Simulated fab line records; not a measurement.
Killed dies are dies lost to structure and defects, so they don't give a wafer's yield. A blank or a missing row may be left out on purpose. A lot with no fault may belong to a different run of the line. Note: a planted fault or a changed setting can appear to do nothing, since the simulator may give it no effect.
A struck lot beside a sound one | flow gf180mcu | 23 out of 602 route steps
Sound: wafers L735.3, L735.4, L735.6. Wafers struck: L740.1, L740.3, L740.4. The cause is given at the end.
Each step with rows lists, per side, the tool, then ch with its chambers, then its first start. Under that, the readings that differ: sound wafers | struck wafers | difference of the means | sigmas: that difference in standard deviations of wafers without a fault.
alike: words and numbers the same on both sides, and readings whose means are apart by under 2 such deviations; not compared: readings that were withheld, readings missing a value for some wafer, numbers with overlapping values and no deviation given by the record, and bounds like >300 which may hide the same value.
A row with sigmas, a row that says differs or no value, or rows on one side alone: a step with any of these is where the two part. Numbers that have no deviation but don't overlap get no sigmas and don't part them. A reading missing from all wafers of one side parts the sides only when that side holds two or more wafers.

first, 5 steps without rows for these wafers: GF_MVSD_COAT_02 (resist thk 3000 nm); GF_MVSD_SOFTBAKE_03; GF_MVSD_EXPOSE_04 (exposes mask MVSD, target cd 1000 nm); GF_MVSD_PEB_05; GF_MVSD_DEVELOP_06 (develop time 60 s).
GF_MVSD_OVL_MEAS_07:
  struck on overlay-01, day 6 17:23; sound on overlay-01, day 5 21:43
reading       | sound       | struck         | difference | sigmas
MVSD_OVL (nm) | 3.2 1.6 1.1 | -0.7 -2.1 -2.7 | -3.8       | -3
then, 2 steps without rows for these wafers: GF_MVSD_IMPLANT_08; GF_MVSD_IMPLANT_09.
GF_MVSD_STRIP_10: strips in O2/N2.
  sound on plasmaAsher-01 ch 0,1, day 5 22:05; struck on plasmaAsher-03 ch 0,1, day 6 17:43
reading                  | sound             | struck            | difference | sigmas
stripTimeToEndpointS (s) | 36.98 36.99 37.09 | 36.80 36.82 36.76 | -0.23      | -3
  alike: drypumpMotorCurrentA, heaterPowerW, oesProductAu
  not compared: rfHoursCounterH
GF_MVSD_TW_MEAS_11:
  struck on filmMetro-03, day 6 17:49; sound on filmMetro-03, day 5 22:10
  alike: MVSD_TW
then, 2 steps without rows for these wafers: GF_MVPSD_DEHYDRATE_00 (time 60 s); GF_MVPSD_HMDS_01 (prime time 60 s).
GF_MVPSD_COAT_02: resist thk 3000 nm.
  sound on lithoTrack-02 ch 0, day 6 05:06; struck on lithoTrack-02 ch 0, day 7 00:57
reading                                | sound          | struck         | difference | sigmas
model.coat_of_MVPSD_COAT_02.thkNm (nm) | 3003 3009 3006 | 3053 3051 3044 | +43        | 
  alike: spinSpeedRpm
then, 3 steps without rows for these wafers: GF_MVPSD_SOFTBAKE_03; GF_MVPSD_EXPOSE_04 (exposes mask MVPSD, target cd 1000 nm); GF_MVPSD_PEB_05.
GF_MVPSD_DEVELOP_06: develop time 60 s.
  sound: lithoTrack-01 ch 0; struck: lithoTrack-02 ch 0
reading                                | sound          | struck         | difference | sigmas
model.coat_of_MVPSD_COAT_02.thkNm (nm) | 3002 3008 3005 | 3052 3050 3043 | +43        | 
GF_MVPSD_OVL_MEAS_07:
  struck on overlay-01, day 7 08:48; sound on overlay-01, day 6 12:45
  alike: MVPSD_OVL
then, 2 steps without rows for these wafers: GF_MVPSD_IMPLANT_08; GF_MVPSD_IMPLANT_09.
GF_MVPSD_STRIP_10: strips in O2/N2.
  sound on plasmaAsher-02 ch 0,1, day 6 13:07; struck on plasmaAsher-04 ch 0,1, day 7 09:08
reading                  | sound             | struck            | difference | sigmas
stripTimeToEndpointS (s) | 37.00 37.07 37.03 | 37.55 37.57 37.47 | +0.50      | +5
  alike: drypumpMotorCurrentA, heaterPowerW, oesProductAu
  not compared: rfHoursCounterH
GF_MVPSD_TW_MEAS_11:
  struck on filmMetro-04, day 7 09:14; sound on filmMetro-04, day 6 13:12
  alike: MVPSD_TW
next, for these wafers, 1 step has no rows: GF_PASSIVATION_PROBE_99.

== WHERE THEY PART ==
Last at GF_MVPSD_STRIP_10 as far as this record goes, first at GF_MVSD_OVL_MEAS_07. Later steps at which nothing parts them and some readings are alike: GF_MVPSD_TW_MEAS_11.

WHY: whatever the simulator had introduced
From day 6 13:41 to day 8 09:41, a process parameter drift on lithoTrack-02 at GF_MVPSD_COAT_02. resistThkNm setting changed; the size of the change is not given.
